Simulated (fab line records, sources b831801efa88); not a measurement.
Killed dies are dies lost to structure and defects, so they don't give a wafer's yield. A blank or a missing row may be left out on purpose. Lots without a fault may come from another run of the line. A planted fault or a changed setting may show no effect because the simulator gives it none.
One fault seen from 2 desks | flow sky130 | each desk has only its own numbers; what lay behind them comes last

THE TOOL OWNER'S DESK: rtp_anneal-01
The tool's own readings at SKY_SD_N_RTA_14 (time 2 s): means of the sampled wafers that have a number, for each lot that ran on this tool. A lot is out of limits, marked OUT, if its mean lies more than 4 standard deviations from the usual mean; the brackets give that distance.
Columns: A = lamp_power_pct at SKY_SD_N_RTA_14, usual 15.75 %; B = wafer_temp_C_max at SKY_SD_N_RTA_14, usual 1077.9
lot  | first seen here | A     | B
L838 | day 29 06:59    | 15.70 | 1078.0
L842 | day 30 16:20    | 15.79 | 1078.5
L844 | day 31 00:14    | 15.72 | 1077.8
L850 | day 33 02:35    | 15.74 | 1076.7
L852 | day 33 17:17    | 15.71 | 1078.5
L853 | day 34 05:31    | 15.79 | 1077.8
L855 | day 34 10:43    | 15.71 | 1078.7
L857 | day 35 03:53    | 15.79 | 1077.8
This desk's finding: nothing out of limits on any of the 8 lots.

THE METROLOGY DESK
What the gauges read, lot by lot, whatever tool the lot ran on: means of the sampled wafers that have a number. A lot is out of limits, marked OUT, if its mean lies more than 4 standard deviations from the usual mean; the brackets give that distance.
Columns: A = cd_nm at SKY_POLY_CUT_CD_MEAS_08, usual 270.4 nm; B = POLY_CUT_OVL at SKY_POLY_CUT_OVL_MEAS_09, usual -3 nm; C = cd_nm at SKY_SD_P_CD_MEAS_07, usual 380.7 nm; D = SD_N_RS at SKY_SD_N_RS_MEAS_16, usual 68.58 ohm/sq; E = SD_P_RS at SKY_SD_N_RS_MEAS_17, usual 147.1 ohm/sq
lot  | first seen here | A     | B  | C     | D               | E
L838 | day 25 16:54    | 269.4 | -1 | 379.3 | 68.68           | 147.7
L839 | day 25 22:05    | 269.6 | -4 | 378.2 | 68.56           | 146.8
L842 | day 27 03:27    | 272.0 | -1 | 381.1 | 71.44 (+26) OUT | 162.4 (+39) OUT
L844 | day 27 11:51    | 271.9 | -5 | 382.9 | 71.40 (+26) OUT | 162.7 (+40) OUT
L850 | day 29 15:01    | 270.0 | -2 | 382.2 | 68.50           | 146.8
L851 | day 30 00:10    | 272.0 | -2 | 379.9 | 68.51           | 147.2
L852 | day 30 06:16    | 271.4 | -5 | 379.5 | 68.74           | 147.7
L853 | day 30 18:49    | 271.0 | -8 | 379.9 | 68.65           | 147.1
L855 | day 31 02:14    | 270.9 | -2 | 383.8 | 68.57           | 147.3
L856 | day 31 11:13    | 269.2 | -7 | 380.1 | 68.52           | 147.1
L857 | day 31 19:23    | 271.0 | -7 | 377.2 | 68.58           | 147.3
L858 | day 32 03:08    | 269.5 | 0  | 380.0 | 68.51           | 147.0
This desk's finding: out of limits on L842, L844; first on L842, day 30 16:32 (SD_N_RS at SKY_SD_N_RS_MEAS_16). In limits: L838, L839, L850, L851, L852, L853, L855, L856, L857, L858.

PUT TOGETHER
The metrology desk could have raised an alarm at day 30 16:32, on L842, L844.
The tool owner's desk saw nothing out of limits.
The tool owner's desk has L842, L844 on record, within its limits.
Of the lots named, all ran SKY_SD_N_RTA_14 on rtp_anneal-01.

WHAT THE SIMULATOR HAD PUT IN
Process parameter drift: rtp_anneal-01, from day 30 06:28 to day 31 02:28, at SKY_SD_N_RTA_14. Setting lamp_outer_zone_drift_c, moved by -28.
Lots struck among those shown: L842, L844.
Hours from the fault's start to each desk's first reading out of limits: the metrology desk, 10.
